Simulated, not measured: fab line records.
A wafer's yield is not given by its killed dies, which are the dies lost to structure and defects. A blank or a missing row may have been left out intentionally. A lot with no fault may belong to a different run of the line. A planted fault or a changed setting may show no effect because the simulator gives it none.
A struck lot beside a sound one -- flow sky130 -- 17 out of 708 route steps
Sound: wafers L119.1, L119.2, L119.3. Wafers struck: L124.1, L124.2, L124.3. At the end, the cause is stated.
For every step that has rows: the tool of each side, followed by ch and its chambers, followed by its first start. Under that, the readings that differ: sound wafers -- struck wafers -- difference of the means -- sigmas: that difference in standard deviations of wafers without a fault.
alike: same words and numbers on both sides, and readings whose means sit less than 2 such deviations apart. not compared: any withheld reading, any reading some wafer has no value for, any bound like >300 that may hide the same value, and any number with overlapping values for which the record gives no deviation.
A row with sigmas, a row that says differs or no value, or rows on one side alone: a step with any of these is where the two part. When numbers do not overlap yet have no deviation, they are printed without sigmas and do not part them. A reading missing from all wafers of one side parts the sides only when that side holds two or more wafers.

first, 2 steps without rows for these wafers: SKY_LOCAL_INTERCONNECT_PEB_09; SKY_LOCAL_INTERCONNECT_DEVELOP_10 (develop time 60 s).
SKY_LOCAL_INTERCONNECT_CD_MEAS_11 targets a cd of 170 nm.
  sound on cd-sem-01 at day 32 02:02; struck on cd-sem-02 at day 33 17:14
  alike: cd-nm
SKY_LOCAL_INTERCONNECT_OVL_MEAS_12:
  sound on overlay-02 at day 32 02:10; struck on overlay-02 at day 33 17:22
  alike: LOCAL_INTERCONNECT_OVL
SKY_LOCAL_INTERCONNECT_ETCH_13: etches BARC in N2/H2, stops on SiO2, time 45.9 s, target depth 60 nm.
  sound on rie-metal-04 ch 0,1, day 32 02:12; struck on rie-metal-01 ch 0,1, day 33 17:24
  alike: drypump-motor-current-A, oes-product-au, throttle-valve-pct
  not compared: rf-hours-counter-h
SKY_LOCAL_INTERCONNECT_METAL_ETCH_14: etches TiN in Cl2/BCl3, stops on PSG, target depth 110 nm, time 31.4 s.
  sound on rie-metal-04 ch 0,1, day 32 02:17; struck on rie-metal-01 ch 0,1, day 33 17:28
  alike: drypump-motor-current-A, oes-product-au, throttle-valve-pct
  not compared: rf-hours-counter-h
SKY_LOCAL_INTERCONNECT_STRIP_15: strips in O2/N2.
  sound on plasma-asher-03 ch 0,1, day 32 02:21; struck on plasma-asher-03 ch 0,1, day 33 17:31
reading,sound,struck,difference,sigmas
oes-product-au (a.u.),0.438 0.438 0.423,0.423 0.420 0.424,-0.011,-2
strip-time-to-endpoint-s (s),4.737 4.732 4.733,4.695 4.708 4.694,-0.035,-2
  alike: drypump-motor-current-A
  not compared: rf-hours-counter-h
then, 3 steps without rows for these wafers: SKY_LOCAL_INTERCONNECT_STRIP_16 (strips in post etch residue remover, time 1200 s); SKY_LOCAL_INTERCONNECT_CLEAN_17 (cleans in IPA, time 180 s); SKY_LOCAL_INTERCONNECT_CLEAN_18 (cleans in O3/DIW).
SKY_CONTACT_CVD_00: deposits Si3N4, target thk 75 nm.
  sound on pecvd-01 ch 0,1,2, day 32 02:57; struck on pecvd-03 ch 0,1,2, day 33 18:07
  alike: heater-power-w
SKY_CONTACT_THK_MEAS_01:
  sound on film-metro-04 at day 32 02:59; struck on film-metro-03 at day 33 18:08
  alike: CONTACT_CVD_00_THK
SKY_CONTACT_HDPCVD_02: deposits SiO2, target thk 565 nm, time 94.2 s.
  sound on hdpcvd-01 ch 0,1,2, day 32 03:02; struck on hdpcvd-02 ch 0,1,2, day 33 18:12
reading,sound,struck,difference,sigmas
run-length-s (s),121.0 122.3 121.5,96.5 98.0 97.5,-24.3,-41
model.SiO2_of_CONTACT_HDPCVD_02.thk-nm (nm),570.5 566.6 558.4,413.7 422.9 427.5,-143.8,
SKY_CONTACT_THK_MEAS_03:
  sound on film-metro-04 at day 32 03:07; struck on film-metro-04 at day 33 18:16
reading,sound,struck,difference,sigmas
CONTACT_HDPCVD_THK (nm),571 566 559,414 423 428,-144,-24
SKY_CONTACT_CMP_04: polishes SiO2.
  sound on cmp-01 ch 0,1,3, day 32 03:19; struck on cmp-01 ch 0,2,3, day 33 18:20
reading,sound,struck,difference,sigmas
time-to-endpoint-s (s),80 81 75,28 31 32,-48,-13
  alike: motor-current-A
SKY_CONTACT_BOW_MEAS_05:
  sound on film-metro-03 at day 32 03:37; struck on film-metro-04 at day 33 18:38
  alike: CONTACT_BOW
after that, 1 step had no rows for these wafers: SKY_PAD_OPEN_PROBE_99.

WHERE THEY PART
First at SKY_LOCAL_INTERCONNECT_STRIP_15; last, within this record, at SKY_CONTACT_CMP_04. Later steps at which nothing parts them and some readings are alike: SKY_CONTACT_BOW_MEAS_05.

WHY: what the simulator had put in
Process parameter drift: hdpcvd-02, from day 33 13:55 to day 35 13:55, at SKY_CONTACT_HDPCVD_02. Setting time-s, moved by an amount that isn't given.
